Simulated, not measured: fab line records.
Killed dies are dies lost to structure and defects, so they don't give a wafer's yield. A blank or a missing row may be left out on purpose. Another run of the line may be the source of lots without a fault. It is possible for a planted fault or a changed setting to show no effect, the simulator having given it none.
Matching of chambers -- flow sky130 -- SKY_VIA4_CMP_21 on cmp-01 has 4 sister chambers
The step polishes, stops on SiO2, t overpolish 25 s, target thk 0 nm. 4 wafers are shown with their chamber, then 8 later ones without.

== WAFERS WITH THEIR CHAMBER ==
wafer,chamber,motor_current_A (A)
L134.3,3,11.7
L137.1,2,11.7
L137.6,1,11.1
L138.2,0,11.0

== WAFERS WITHOUT THEIR CHAMBER ==
wafer,motor_current_A (A)
L138.3,11.8
L138.4,11.8
L141.1,11.3
L141.3,11.6
L141.4,11.3
L143.1,12.0
L143.3,11.1
L143.6,11.3

== WHICH CHAMBER EACH WENT THROUGH ==
wafer,from the rows above,in truth
L138.3,can't be placed: 2 or 3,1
L138.4,can't be placed: 2 or 3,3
L141.1,can't be placed: 1 or 0 or 2 or 3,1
L141.3,can't be placed: 2 or 3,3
L141.4,can't be placed: 1 or 0 or 2 or 3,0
L143.1,can't be placed: 2 or 3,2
L143.3,can't be placed: 1 or 0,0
L143.6,can't be placed: 1 or 0 or 2 or 3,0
0 of 8 placed correctly. These rows do not allow placing 8 (true chamber among the candidates in 7). Number placed wrongly: 0.
How it was worked out, from the rows above alone: a wafer's distance from a chamber is the root of the sum, over the readings, of the square of ((its reading less the chamber's mean) divided by the reading's scatter). If the next closest chamber is less than 2 further off than the closest, the wafer can't be placed; otherwise it belongs to the closest. For every chamber, the mean is computed from those of its wafers that are shown. The scatter (one wafer shown for each chamber): square how far every hidden wafer sits from the nearest shown wafer, average those squares and take the square root.
